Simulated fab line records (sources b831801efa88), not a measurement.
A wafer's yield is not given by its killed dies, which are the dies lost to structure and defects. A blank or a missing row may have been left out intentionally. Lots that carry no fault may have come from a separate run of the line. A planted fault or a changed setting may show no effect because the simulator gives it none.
fab line records | flow gf180mcu
[record] lots = 24 wafers = 72 last-day = 34
route steps=602 shown M3@424 V3@451 M4@471 V5@555 TOP_METAL@567
lots that met no fault: from a run of the same line without faults
start-h: start of the lot's first displayed wafer, in hours after the record's first day | wait-h: hours from the lot's prior step to this one | " as in the row above | L1.1+2: one row covering several wafers at once | - no value, or no start given | * or withheld: withheld | < > ~ a bound
route shown NAME@n: NAME is a module with steps in the file, n the number in the route of the first one | usual: average and standard deviation across the fault-free wafers | same: alike in all rows | chamber/n: place in a boat | sites: per-site readings | _std_site: the standard deviation of these | _edge_site: the outer-site mean with the inner-site mean subtracted | radius-mm: for every site, how far away it sits from the centre of the wafer | mask NAME#n: copy n | behind: the most recent tool/chamber to have shaped the wafer | hold: reason for holding the lot/hours on hold/outcome of the hold | device: which transistor (n, p or np) failed to switch | end of line: the tests these same wafers got at the end of their route | where a step has no rows: the recipe by itself | killed: at the first sort, the dies lost to defects and structure; wafer yield is something else | map: dies across one wafer; x = killed, . = not, _ = none there
set.NAME: the setting the step ran with; set.NAME@STEP: the setting that earlier step ran with | model.NAME: the simulator's own value behind a step, which no gauge read
steps of the route over a sample of lots; a table a step, a row a wafer
services: the hour from which a tool's chamber was out of use, counted from the record's first day as start-h (under 0 if before that day), plus the number of hours and why
[[steps]]
[step GF_M3_OVL_MEAS_15]
[usual] M3_OVL = 0/6.1
// columns lot.wafer tool chamber start-h wait-h M3_OVL[nm]
L074.1 overlay-01 - 483.97 0.1 -1
L074.2 " - " " -1
L074.6 " - " " 3
L075.4 overlay-02 - 492.08 0.1 8
L075.5 " - " " 4
L075.6 " - " " 7
L076.2 overlay-02 - 503.07 0.1 -9
L076.3 " - " " -12
L076.5 " - " " -10
L077.2 overlay-02 - 510.22 0.1 13
L077.3 " - " " 1
L077.6 " - " " 7
L078.2 overlay-02 - 519.92 0.1 4
L078.3 " - " " 3
L078.4 " - " " 7
L079.2 overlay-01 - 528.62 0.1 -9
L079.3 " - " " -4
L079.6 " - " " -3
L080.1 overlay-02 - 540.11 0.1 -2
L080.2 " - " " -1
L080.4 " - " " 3
L081.3 overlay-02 - 549.79 0.1 -10
L081.4 " - " " -5
L081.6 " - " " -3
L082.2 overlay-02 - 553.37 0.1 1
L082.3 " - " " 2
L082.5 " - " " -5
L083.1 overlay-01 - 568.41 0.1 -3
L083.2 " - " " 5
L083.3 " - " " -4
L084.1 overlay-02 - 579.26 0.1 -8
L084.4 " - " " 6
L084.6 " - " " 2
L085.2 overlay-01 - 585.76 0.1 -1
L085.5 " - " " -7
L085.6 " - " " -5
L086.2 overlay-01 - 589.97 0.1 -3
L086.3 " - " " 1
L086.6 " - " " 0
L087.2 overlay-01 - 604.77 0.1 -2
L087.4 " - " " -11
L087.6 " - " " -12
L088.1 overlay-02 - 611.61 0.1 5
L088.4 " - " " 5
L088.6 " - " " -2
L089.1 overlay-01 - 621.28 0.1 -5
L089.2 " - " " 2
L089.4 " - " " 5
L090.1 overlay-02 - 629.06 0.1 8
L090.3 " - " " 7
L090.5 " - " " 7
L091.2 overlay-01 - 638.24 0.1 5
L091.3 " - " " 7
L091.4 " - " " 1
L092.2 overlay-02 - 644.56 0.1 2
L092.3 " - " " 0
L092.6 " - " " 5
L093.2 overlay-02 - 650.57 0.1 2
L093.4 " - " " 11
L093.5 " - " " 10
L095.2 overlay-01 - 662.67 0.1 1
L095.4 " - " " 5
L095.6 " - " " 1
L094.1 overlay-02 - 663.01 0.1 4
L094.2 " - " " 7
L094.3 " - " " 0
L096.2 overlay-01 - 666.99 0.1 -8
L096.3 " - " " -2
L096.5 " - " " -1
L097.1 overlay-01 - 670.81 0.1 -2
L097.3 " - " " -2
L097.5 " - " " -7
[step GF_V3_SPUTTER_22]
[recipe] material = TiN target-thk-nm = 10 chamber-pressure-pa = 5 power-w = 4000 time-s = 40
[usual] throttle-valve-pct = 29.7/1.2
// columns lot.wafer tool chamber start-h wait-h throttle-valve-pct
L074.1 pvd-sputter-04 - 509.75 0.0 30.3
L074.2 " - " " 28.3
L074.6 " - " " 30.2
L075.4 pvd-sputter-03 - 517.68 0.0 30.4
L075.5 " - " " 27.7
L075.6 " - " " 30.4
L076.2 pvd-sputter-03 - 528.42 0.0 30.7
L076.3 " - " " 28.5
L076.5 " - " " 30.3
L077.2 pvd-sputter-03 - 535.39 0.0 28.6
L077.3 " - " " 30.3
L077.6 " - " " 27.7
L078.2 pvd-sputter-03 - 545.35 0.0 28.6
L078.3 " - " " 30.3
L078.4 " - " " 27.7
L079.2 pvd-sputter-04 - 553.93 0.0 30.1
L079.3 " - " " 29.7
L079.6 " - " " 30.4
L080.1 pvd-sputter-02 - 564.69 0.0 30.5
L080.2 " - " " 30.9
L080.4 " - " " 32.1
L081.3 pvd-sputter-03 - 574.00 0.0 30.5
L081.4 " - " " 27.6
L081.6 " - " " 27.5
L082.2 pvd-sputter-04 - 577.14 0.0 28.6
L082.3 " - " " 29.4
L082.5 " - " " 29.4
L083.1 pvd-sputter-03 - 592.12 0.0 28.6
L083.2 " - " " 27.3
L083.3 " - " " 30.3
L084.1 pvd-sputter-03 - 603.35 0.0 29.7
L084.4 " - " " 27.7
L084.6 " - " " 30.4
L085.2 pvd-sputter-03 - 608.97 0.0 28.5
L085.5 " - " " 30.0
L085.6 " - " " 27.4
L086.2 pvd-sputter-04 - 613.10 0.0 30.2
L086.3 " - " " 28.6
L086.6 " - " " 30.3
L087.2 pvd-sputter-03 - 627.45 0.0 28.8
L087.4 " - " " 30.4
L087.6 " - " " 28.3
L088.1 pvd-sputter-02 - 634.48 0.0 31.9
L088.4 " - " " 30.5
L088.6 " - " " 30.8
L089.1 pvd-sputter-04 - 643.99 0.0 28.6
L089.2 " - " " 29.4
L089.4 " - " " 29.4
L090.1 pvd-sputter-02 - 651.25 0.0 32.3
L090.3 " - " " 30.6
L090.5 " - " " 30.6
L091.2 pvd-sputter-03 - 660.25 0.0 28.5
L091.3 " - " " 29.8
L091.4 " - " " 27.6
L092.2 pvd-sputter-03 - 666.15 0.0 28.6
L092.3 " - " " 27.6
L092.6 " - " " 28.8
L093.2 pvd-sputter-02 - 671.74 0.0 30.7
L093.4 " - " " 32.1
L093.5 " - " " 30.9
L095.2 pvd-sputter-04 - 683.78 0.0 29.3
L095.4 " - " " 30.3
L095.6 " - " " 29.5
L094.1 pvd-sputter-03 - 684.70 0.0 27.8
L094.2 " - " " 30.6
L094.3 " - " " 28.7
L096.2 pvd-sputter-02 - 688.26 0.0 30.6
L096.3 " - " " 30.7
L096.5 " - " " 30.8
L097.1 pvd-sputter-02 - 691.25 0.0 30.4
L097.3 " - " " 30.6
L097.5 " - " " 30.4
[step GF_M4_OVL_MEAS_15]
[usual] M4_OVL = 0/5.8
// columns lot.wafer tool chamber start-h wait-h M4_OVL[nm]
L074.1 overlay-02 - 533.46 0.1 -2
L074.2 " - " " -8
L074.6 " - " " -3
L075.4 overlay-01 - 541.08 0.1 -2
L075.5 " - " " -7
L075.6 " - " " 5
L076.2 overlay-01 - 551.56 0.1 -11
L076.3 " - " " -13
L076.5 " - " " -12
L077.2 overlay-01 - 558.42 0.1 -2
L077.3 " - " " 8
L077.6 " - " " 7
L078.2 overlay-01 - 568.05 0.1 0
L078.3 " - " " -2
L078.4 " - " " 4
L079.2 overlay-02 - 576.82 0.1 8
L079.3 " - " " -1
L079.6 " - " " 5
L080.1 overlay-01 - 586.71 0.1 -8
L080.2 " - " " -5
L080.4 " - " " -4
L081.3 overlay-02 - 596.35 0.1 3
L081.4 " - " " -7
L081.6 " - " " -10
L082.2 overlay-02 - 599.65 0.1 10
L082.3 " - " " 9
L082.5 " - " " 12
L083.1 overlay-01 - 613.81 0.1 -2
L083.2 " - " " 2
L083.3 " - " " -4
L084.1 overlay-01 - 624.99 0.1 -9
L084.4 " - " " -5
L084.6 " - " " 2
L085.2 overlay-02 - 629.86 0.1 4
L085.5 " - " " -1
L085.6 " - " " 10
L086.2 overlay-01 - 634.15 0.1 -6
L086.3 " - " " 5
L086.6 " - " " 3
L087.2 overlay-02 - 647.85 0.1 -7
L087.4 " - " " 3
L087.6 " - " " -1
L088.1 overlay-02 - 654.94 0.1 -4
L088.4 " - " " 1
L088.6 " - " " 3
L089.1 overlay-02 - 664.09 0.1 10
L089.2 " - " " 7
L089.4 " - " " 9
L090.1 overlay-02 - 671.39 0.1 -2
L090.3 " - " " 8
L090.5 " - " " 2
L091.2 overlay-01 - 680.26 0.1 5
L091.3 " - " " 1
L091.4 " - " " -1
L092.2 overlay-02 - 686.11 0.1 6
L092.3 " - " " 0
L092.6 " - " " 12
L093.2 overlay-02 - 690.87 0.1 -1
L093.4 " - " " 3
L093.5 " - " " 0
L095.2 overlay-02 - 702.72 0.1 3
L095.4 " - " " -4
L095.6 " - " " -3
L094.1 overlay-02 - 703.38 0.1 0
L094.2 " - " " 2
L094.3 " - " " 4
L096.2 overlay-02 - 707.50 0.1 -6
L096.3 " - " " 0
L096.5 " - " " -6
L097.1 overlay-02 - 710.21 0.1 0
L097.3 " - " " 5
L097.5 " - " " -2
[step GF_V5_OVL_MEAS_15]
[usual] V5_OVL = -4/5
// columns lot.wafer tool chamber start-h wait-h V5_OVL[nm]
L074.1 overlay-01 - 623.66 0.1 -8
L074.2 " - " " 1
L074.6 " - " " -7
L075.4 overlay-01 - 631.21 0.1 -9
L075.5 " - " " -5
L075.6 " - " " -11
L076.2 overlay-02 - 640.30 0.1 -8
L076.3 " - " " 3
L076.5 " - " " -3
L077.2 overlay-02 - 647.16 0.1 3
L077.3 " - " " -3
L077.6 " - " " 1
L078.2 overlay-01 - 655.12 0.1 -11
L078.3 " - " " -7
L078.4 " - " " -6
L079.2 overlay-01 - 663.75 0.1 -5
L079.3 " - " " 3
L079.6 " - " " -5
L080.1 overlay-01 - 673.46 0.1 2
L080.2 " - " " 6
L080.4 " - " " 2
L081.3 overlay-02 - 680.40 0.1 -8
L081.4 " - " " 0
L081.6 " - " " -8
L082.2 overlay-01 - 684.17 0.1 -9
L082.3 " - " " -2
L082.5 " - " " -5
L083.1 overlay-02 - 697.46 0.1 -8
L083.2 " - " " -7
L083.3 " - " " -1
L084.1 overlay-01 - 707.26 0.1 1
L084.4 " - " " -5
L084.6 " - " " -8
L085.2 overlay-02 - 712.12 0.1 0
L085.5 " - " " -6
L085.6 " - " " -13
L086.2 overlay-02 - 714.67 0.1 -4
L086.3 " - " " -3
L086.6 " - " " -6
L087.2 overlay-01 - 726.85 0.1 -17
L087.4 " - " " -11
L087.6 " - " " -15
L088.1 overlay-02 - 734.70 0.1 -2
L088.4 " - " " -3
L088.6 " - " " -5
L089.1 overlay-02 - 742.89 0.1 2
L089.2 " - " " -4
L089.4 " - " " -4
L090.1 overlay-01 - 748.86 0.1 -9
L090.3 " - " " -9
L090.5 " - " " -11
L091.2 overlay-02 - 755.05 0.1 -9
L091.3 " - " " -6
L091.4 " - " " 2
L092.2 overlay-02 - 760.90 0.1 0
L092.3 " - " " 5
L092.6 " - " " -3
L093.2 overlay-02 - 765.50 0.1 -3
L093.4 " - " " -2
L093.5 " - " " 2
L095.2 overlay-01 - 774.60 0.1 4
L095.4 " - " " 6
L095.6 " - " " 2
L094.1 overlay-01 - 776.36 0.1 -8
L094.2 " - " " -5
L094.3 " - " " -7
L096.2 overlay-02 - 780.16 0.1 -9
L096.3 " - " " 11
L096.5 " - " " -4
L097.1 overlay-02 - 782.76 0.1 -7
L097.3 " - " " -4
L097.5 " - " " 2
[step GF_V5_ETCH_16]
[recipe] chemistry = N2/H2 target-depth-a = withheld overetch-a = withheld time-s = withheld target = BARC ion-energy-ev = 200 source-w = 500 bias-w = 100 pressure-mtorr = 30 n2-flow-sccm = 100 h2-flow-sccm = 200
[usual] drypump-motor-current-A = 5.8/0.4 oes-product-au = 0.854/0.0046 throttle-valve-pct = 13.226/0.0089
// columns lot.wafer tool chamber start-h wait-h drypump-motor-current-A oes-product-au throttle-valve-pct
L074.1 rie-diel-04 3 623.70 0.0 5.8 0.854 13.210
L074.2 " 0 " " 5.5 0.856 13.236
L074.6 " 1 " " 5.5 0.852 13.222
L075.4 rie-diel-04 1 631.23 0.0 5.5 0.852 13.235
L075.5 " 3 " " 5.8 0.853 13.234
L075.6 " 0 " " 5.5 0.854 13.219
L076.2 rie-diel-01 2 640.33 0.0 5.6 0.855 13.225
L076.3 " 1 " " 6.2 0.851 13.232
L076.5 " 2 " " 5.6 0.854 13.232
L077.2 rie-diel-01 2 647.19 0.0 5.6 0.853 13.241
L077.3 " 3 " " 5.4 0.855 13.230
L077.6 " 1 " " 6.3 0.857 13.212
L078.2 rie-diel-01 2 655.15 0.0 5.5 0.859 13.223
L078.3 " 0 " " 5.9 0.853 13.235
L078.4 " 3 " " 5.4 0.858 13.227
L079.2 rie-diel-03 1 663.78 0.0 5.3 0.850 13.219
L079.3 " 2 " " 6.6 0.852 13.230
L079.6 " 2 " " 6.6 0.856 13.236
L080.1 rie-diel-01 0 673.50 0.0 5.9 0.852 13.227
L080.2 " 3 " " 5.4 0.854 13.234
L080.4 " 1 " " 6.3 0.848 13.222
L081.3 rie-diel-04 1 680.43 0.0 5.5 0.856 13.236
L081.4 " 3 " " 5.8 0.852 13.233
L081.6 " 3 " " 5.8 0.851 13.214
L082.2 rie-diel-04 2 684.20 0.0 5.6 0.851 13.219
L082.3 " 3 " " 5.8 0.847 13.220
L082.5 " 2 " " 5.6 0.860 13.225
L083.1 rie-diel-03 2 697.50 0.0 6.6 0.857 13.224
L083.2 " 1 " " 5.4 0.850 13.237
L083.3 " 3 " " 6.0 0.846 13.241
L084.1 rie-diel-03 2 707.29 0.0 6.6 0.854 13.220
L084.4 " 3 " " 6.0 0.861 13.229
L084.6 " 1 " " 5.3 0.845 13.216
L085.2 rie-diel-03 3 712.15 0.0 6.1 0.859 13.223
L085.5 " 3 " " 6.1 0.862 13.225
L085.6 " 2 " " 6.6 0.857 13.218
L086.2 rie-diel-01 2 714.70 0.0 5.6 0.854 13.221
L086.3 " 3 " " 5.4 0.852 13.227
L086.6 " 2 " " 5.5 0.852 13.229
L087.2 rie-diel-01 2 726.88 0.0 5.6 0.850 13.209
L087.4 " 3 " " 5.4 0.857 13.212
L087.6 " 1 " " 6.3 0.852 13.209
L088.1 rie-diel-03 2 734.74 0.0 6.6 0.851 13.222
L088.4 " 1 " " 5.3 0.849 13.242
L088.6 " 3 " " 6.0 0.856 13.226
L089.1 rie-diel-03 2 742.93 0.0 6.6 0.847 13.229
L089.2 " 0 " " 6.3 0.859 13.233
L089.4 " 3 " " 6.1 0.867 13.217
L090.1 rie-diel-03 2 748.89 0.0 6.6 0.850 13.214
L090.3 " 0 " " 6.3 0.857 13.212
L090.5 " 1 " " 5.3 0.855 13.226
L091.2 rie-diel-03 2 755.08 0.0 6.6 0.861 13.211
L091.3 " 3 " " 6.1 0.852 13.211
L091.4 " 1 " " 5.3 0.854 13.220
L092.2 rie-diel-01 0 760.93 0.0 5.9 0.860 13.213
L092.3 " 2 " " 5.5 0.857 13.219
L092.6 " 1 " " 6.2 0.849 13.218
L093.2 rie-diel-01 3 765.53 0.0 5.4 0.858 13.224
L093.4 " 1 " " 6.2 0.853 13.202
L093.5 " 1 " " 6.2 0.848 13.234
L095.2 rie-diel-01 3 774.63 0.0 5.4 0.850 13.235
L095.4 " 2 " " 5.5 0.856 13.225
L095.6 " 0 " " 5.9 0.864 13.215
L094.1 rie-diel-01 0 776.40 0.0 5.9 0.855 13.231
L094.2 " 1 " " 6.3 0.854 13.235
L094.3 " 2 " " 5.6 0.854 13.216
L096.2 rie-diel-01 1 780.19 0.0 6.2 0.853 13.216
L096.3 " 0 " " 5.9 0.858 13.234
L096.5 " 3 " " 5.4 0.851 13.230
L097.1 rie-diel-01 3 782.80 0.0 5.4 0.852 13.213
L097.3 " 0 " " 5.9 0.854 13.235
L097.5 " 1 " " 6.2 0.858 13.219
[step GF_TOP_METAL_SPUTTER_00]
[recipe] material = Ti target-thk-nm = 37.5 arriving-ion-energy-ev = 80 substrate-temp-c = 200 chamber-pressure-pa = 2 power-w = 4000 time-s = 150
[usual] substrate-temp-c = 199.97/0.15 throttle-valve-pct = 29.8/0.97
// columns lot.wafer tool chamber start-h wait-h substrate-temp-c throttle-valve-pct
L074.1 pvd-sputter-02 - 625.09 0.2 200.21 30.6
L074.2 " - " " 199.78 32.0
L074.6 " - " " 199.87 32.0
L075.4 pvd-sputter-01 - 632.69 0.2 199.99 29.6
L075.5 " - " " 199.95 28.8
L075.6 " - " " 199.92 29.0
L076.2 pvd-sputter-04 - 641.77 0.1 199.86 28.7
L076.3 " - " " 199.64 30.2
L076.5 " - " " 199.92 28.7
L077.2 pvd-sputter-04 - 648.59 0.1 199.84 30.3
L077.3 " - " " 200.18 28.7
L077.6 " - " " 199.78 30.2
L078.2 pvd-sputter-01 - 656.82 0.1 200.15 29.5
L078.3 " - " " 200.05 28.9
L078.4 " - " " 199.98 28.9
L079.2 pvd-sputter-02 - 665.27 0.2 199.98 30.8
L079.3 " - " " 199.86 30.7
L079.6 " - " " 199.99 32.3
L080.1 pvd-sputter-02 - 675.33 0.2 199.88 30.7
L080.2 " - " " 199.99 31.9
L080.4 " - " " 200.00 31.8
L081.3 pvd-sputter-02 - 681.91 0.2 200.01 30.5
L081.4 " - " " 200.03 30.5
L081.6 " - " " 200.17 30.9
L082.2 pvd-sputter-01 - 685.62 0.2 199.99 29.4
L082.3 " - " " 199.88 28.8
L082.5 " - " " 199.79 29.0
L083.1 pvd-sputter-02 - 698.88 0.2 199.85 30.7
L083.2 " - " " 199.95 32.0
L083.3 " - " " 200.05 30.6
L084.1 pvd-sputter-04 - 708.73 0.1 199.78 30.4
L084.4 " - " " 200.09 29.4
L084.6 " - " " 200.13 29.3
L085.2 pvd-sputter-01 - 713.53 0.1 199.82 29.4
L085.5 " - " " 199.77 29.3
L085.6 " - " " 199.97 28.9
L086.2 pvd-sputter-01 - 716.09 0.1 199.78 29.5
L086.3 " - " " 199.92 29.6
L086.6 " - " " 200.20 29.4
L087.2 pvd-sputter-02 - 728.35 0.2 200.09 30.8
L087.4 " - " " 200.04 32.1
L087.6 " - " " 199.79 30.7
L088.1 pvd-sputter-02 - 736.11 0.2 199.95 30.4
L088.4 " - " " 199.83 30.6
L088.6 " - " " 199.81 31.9
L089.1 pvd-sputter-01 - 744.30 0.1 199.77 29.0
L089.2 " - " " 199.91 29.4
L089.4 " - " " 200.10 28.7
L090.1 pvd-sputter-01 - 750.27 0.1 199.75 28.8
L090.3 " - " " 200.11 28.9
L090.5 " - " " 200.03 28.9
L091.2 pvd-sputter-04 - 756.45 0.1 200.23 30.3
L091.3 " - " " 200.19 29.4
L091.4 " - " " 199.79 29.4
L092.2 pvd-sputter-01 - 762.31 0.2 199.87 28.8
L092.3 " - " " 199.89 28.9
L092.6 " - " " 200.07 29.0
L093.2 pvd-sputter-01 - 766.91 0.2 199.99 29.6
L093.4 " - " " 199.83 29.0
L093.5 " - " " 199.88 29.7
L095.2 pvd-sputter-01 - 776.01 0.2 200.00 29.6
L095.4 " - " " 199.66 29.7
L095.6 " - " " 200.22 29.4
L094.1 pvd-sputter-01 - 777.90 0.1 199.95 29.6
L094.2 " - " " 199.88 28.7
L094.3 " - " " 199.86 30.0
L096.2 pvd-sputter-04 - 781.69 0.2 199.79 28.9
L096.3 " - " " 199.83 29.2
L096.5 " - " " 200.02 29.2
L097.1 pvd-sputter-01 - 784.32 0.2 199.92 29.4
L097.3 " - " " 200.12 29.2
L097.5 " - " " 200.02 28.7
[[services]]
// columns tool chamber start-h hours kind
pvd-sputter-02 0 498.25 - consumable-replace:kit
rie-diel-04 1 503.48 11.3 repair
rie-diel-01 2 523.57 4.8 repair
pvd-sputter-03 - 531.60 3.2 repair
pvd-sputter-02 - 543.39 2.8 repair
pvd-sputter-02 - 567.98 2.4 repair
rie-diel-04 - 583.39 2.8 pm
pvd-sputter-04 - 603.30 2.9 repair
rie-diel-03 2 610.41 3.4 repair
pvd-sputter-04 - 670.29 4.1 repair
rie-diel-01 1 675.54 1.4 repair
rie-diel-01 1 697.93 7.3 repair
rie-diel-03 3 698.30 4.6 repair
rie-diel-04 1 699.54 3.8 repair
rie-diel-03 0 702.37 20.9 repair
rie-diel-03 - 702.90 0.3 repair
rie-diel-01 1 707.14 9.9 repair
pvd-sputter-02 - 708.26 8.2 repair
rie-diel-03 1 744.72 2.5 repair
pvd-sputter-01 - 746.05 1.1 repair
rie-diel-03 2 759.30 2.6 repair
rie-diel-01 - 762.42 0.6 repair
rie-diel-03 - 771.26 28.1 pm
rie-diel-01 - 774.22 0.4 repair
[[key]]
fault none
